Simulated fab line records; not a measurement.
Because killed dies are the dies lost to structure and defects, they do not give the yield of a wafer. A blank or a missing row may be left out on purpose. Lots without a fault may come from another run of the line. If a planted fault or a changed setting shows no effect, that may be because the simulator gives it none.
Problem report in the 8D (eight disciplines) form, filled by code | flow sky130 | the parts of the form that need people (team, actions taken, sign-off) are left out

== 1. WHAT IS WRONG ==
On 3 wafers of 1 lot, killed_at_other at SKY_PAD_OPEN_PROBE_99 has a mean of 44.7; fault-free wafers read 0.2, standard deviation 0.45. That puts it +99 standard deviations away from the usual mean.
Seen first at day 49 15:01 on prober-01, wafer L150.4. At this step, 6 wafers from 2 lots have a number in the record. Rule for "out", or "out of limits": more than 4 standard deviations from the usual mean. All remaining wafers that have a number are taken as sound.

== 2. WHAT IT IS AND WHAT IT IS NOT ==
question                    | is                     | is not
which readings at this step | killed_at_other        | killed_at_M0_to_M3, killed_at_M4_up, killed_at_contacts, killed_open, sort_bin_6_memory
which lots                  | L150                   | L143
which wafers of those lots  | all that have a number | -
read on which tools         | prober-01              | prober-02
when                        | from day 49 15:01      | up to then (3 sound wafers)

== 3. SUSPECTS, AND WHAT RULES EACH OUT ==
Counting: a tool at any process step up to the reading remains a suspect when it ran all the lots that are out and ran no sound lot after the first of those.
- wet_bench-03 at SKY_CAPM_CLEAN_17 (cleans in O3/DIW): kept. It ran the lot that is out, L150 (day 42 04:40), and no sound lot after that.
- rie_metal-04 at SKY_METAL4_DESCUM_15 (chemistry O2, time 8 s): kept. It ran the lot that is out, L150 (day 46 02:23), and no sound lot after that; its last sound lot up to then is L143 (day 44 16:25).
- pecvd-01 at SKY_PASSIVATION_CVD_02 (deposits Si3N4, target thk 540 nm): kept. It ran the lot that is out, L150 (day 47 22:36), and no sound lot after that.
- prober-01 at SKY_PAD_OPEN_PROBE_99: kept. It ran the lot that is out, L150 (day 49 15:01), and no sound lot after that. Out on those wafers are its own readings of killed_at_other.
Left after counting: wet_bench-03 at SKY_CAPM_CLEAN_17, rie_metal-04 at SKY_METAL4_DESCUM_15, pecvd-01 at SKY_PASSIVATION_CVD_02, prober-01 at SKY_PAD_OPEN_PROBE_99.

== 4. THE CAUSE (what the simulator had put in) ==
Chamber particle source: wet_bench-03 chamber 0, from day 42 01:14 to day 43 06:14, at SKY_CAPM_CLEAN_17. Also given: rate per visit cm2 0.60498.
This tool is one of the 4 suspects left after counting.

== 5. THE CHAIN OF EFFECTS, in route order ==
Rows list readings where the struck wafers' mean (over those with a number) sits beyond 3 standard deviations from the usual. Scope: only readings with a usual standard deviation given in the record; hours: median across lots of the time from each lot's start at the first step in this table that gives one to its start at this step; sigmas: change in usual standard deviations.
hours | step                  | reading              | usual  | on struck wafers | change | sigmas
0     | SKY_PAD_OPEN_PROBE_99 | defect_limited_yield | 82.5 % | 75.5             | -7.0   | -3.9
0     | SKY_PAD_OPEN_PROBE_99 | killed_at_other      | 0.2    | 44.7             | +44.5  | +99
0     | SKY_PAD_OPEN_PROBE_99 | killed_dies          | 86     | 121              | +35    | +3.9
0     | SKY_PAD_OPEN_PROBE_99 | sort_bin_3_pad_short | 0.9 %  | 2.6              | +1.7   | +3.6
0     | SKY_PAD_OPEN_PROBE_99 | sort_bin_5_function  | 10.2 % | 15.5             | +5.3   | +3.8
0     | SKY_PAD_OPEN_PROBE_99 | sort_n_pass          | 406    | 371              | -35    | -3.9
0     | SKY_PAD_OPEN_PROBE_99 | sort_yield_pct       | 82.5 % | 75.5             | -7.0   | -3.9
Its process steps:
- SKY_PAD_OPEN_PROBE_99

== 6. WHAT WOULD HAVE CAUGHT IT SOONER ==
In this record the first reading out of limits was taken at day 49 15:01, 182 hours after the fault began at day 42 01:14.
By day 49 15:01, every lot that is out (1) had started SKY_CAPM_CLEAN_17 on wet_bench-03. A hold on the tool at that time would have spared none of them.
